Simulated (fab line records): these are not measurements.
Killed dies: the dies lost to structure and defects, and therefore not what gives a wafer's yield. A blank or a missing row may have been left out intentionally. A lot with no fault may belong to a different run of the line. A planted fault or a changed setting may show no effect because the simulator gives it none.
A struck lot beside a sound one :: flow sfq_line :: 13 out of 325 route steps
Sound: wafers L149.2, L149.4, L149.5. The struck wafers were L147.2, L147.5, L147.6. The cause is given at the end.
Per side, at each step with rows, come the tool, then ch with its chambers, and then its first start. Under that, the readings that differ: sound wafers :: struck wafers :: difference of the means :: sigmas: that difference in standard deviations of wafers without a fault.
alike: same words and numbers on both sides, and readings whose means sit less than 2 such deviations apart. not compared: any withheld reading, any reading some wafer has no value for, any bound like >300 that may hide the same value, and any number with overlapping values for which the record gives no deviation.
Wherever a step has rows on one side only, a row that says differs or no value, or a row with sigmas, the two part there. Numbers that have no deviation but don't overlap get no sigmas and don't part them. A reading missing from all wafers of one side parts the sides only when that side holds two or more wafers.

first, 6 steps without rows for these wafers: SFQ_TRILAYER_M0_LITHO_COAT_026 (resist thk 62 nm); SFQ_TRILAYER_M0_LITHO_COAT_021 (resist thk 600 nm); SFQ_TRILAYER_M0_LITHO_SOFTBAKE_025; SFQ_TRILAYER_M0_LITHO_EXPOSE_022 (exposes mask M0, target cd 500 nm); SFQ_TRILAYER_M0_LITHO_PEB_024 (peb time 60 s); SFQ_TRILAYER_M0_LITHO_DEVELOP_023 (time 60 s).
SFQ_M0_OVL_MEAS_906:
  sound on overlay-02 at day 11 14:51; struck on overlay-01 at day 10 21:57
  alike: M0_OVL
SFQ_TRILAYER_M0_BARC_OPEN_METAL_ETCH_031: etches BARC in O2, target depth 125 nm, time 41.7 s.
  sound on rie_metal-04 ch 0,1, day 11 14:53; struck on rie_metal-04 ch 0,1, day 10 21:59
  alike: drypump_motor_current_A, oes_product_au, rf_fwd_power_W
  not compared: rf_hours_counter_h
SFQ_TRILAYER_M0_ETCH_METAL_ETCH_024: etches Nb in Cl2/Ar, stops on SiO2, target depth 240 nm, time 120 s.
  sound on rie_metal-04 ch 0,1, day 11 14:56; struck on rie_metal-04 ch 0,1, day 10 22:02
reading: oes_product_au (a.u.)
sound: 0.913 0.896 0.892
struck: 0.883 0.886 0.883
difference: -0.016
sigmas: -2
  alike: drypump_motor_current_A, rf_fwd_power_W
  not compared: rf_hours_counter_h
SFQ_TRILAYER_M0_STRIP_STRIP_025: strips in O2.
  sound on rie_metal-04 ch 0,1, day 11 15:04; struck on rie_metal-04 ch 0,1, day 10 22:10
  alike: drypump_motor_current_A, oes_product_au
  not compared: rf_hours_counter_h
then, 1 step without rows for these wafers: SFQ_TRILAYER_M0_STRIP_SOLV_CLEAN_026 (cleans in NMP, time 600 s).
SFQ_TRILAYER_I0_DEP_PECVD_027: deposits SiO2 from SiH4/N2O, time 111.11 s, target thk 500 nm.
  sound on pecvd-01 ch 0,1, day 11 15:52; struck on pecvd-03 ch 0,2, day 10 22:56
reading: heater_power_w (W)
sound: 86 71 60
struck: 104 106 102
difference: +32
sigmas: +2

reading: rf_fwd_power_W (W)
sound: 182.4 182.0 182.2
struck: 152.7 153.1 153.4
difference: -29.1
sigmas: -47

reading: model.SiO2_of_TRILAYER_I0_DEP_PECVD_027.thk_nm (nm)
sound: 495.1 506.9 506.6
struck: 480.6 494.3 484.1
difference: -16.5
sigmas: 
  alike: throttle_valve_pct
SFQ_TRILAYER_I0_CMP_CMP_028: polishes SiO2.
  sound on cmp-01 ch 0,2,3, day 11 22:17; struck on cmp-01 ch 0,1,3, day 11 08:47
  alike: edge_zone_pressure_frac, motor_current_A

## WHERE THEY PART
First at SFQ_TRILAYER_M0_ETCH_METAL_ETCH_024; last, within this record, at SFQ_TRILAYER_I0_DEP_PECVD_027. Later steps at which nothing parts them and some readings are alike: SFQ_TRILAYER_I0_CMP_CMP_028.

WHY: what the simulator had put in
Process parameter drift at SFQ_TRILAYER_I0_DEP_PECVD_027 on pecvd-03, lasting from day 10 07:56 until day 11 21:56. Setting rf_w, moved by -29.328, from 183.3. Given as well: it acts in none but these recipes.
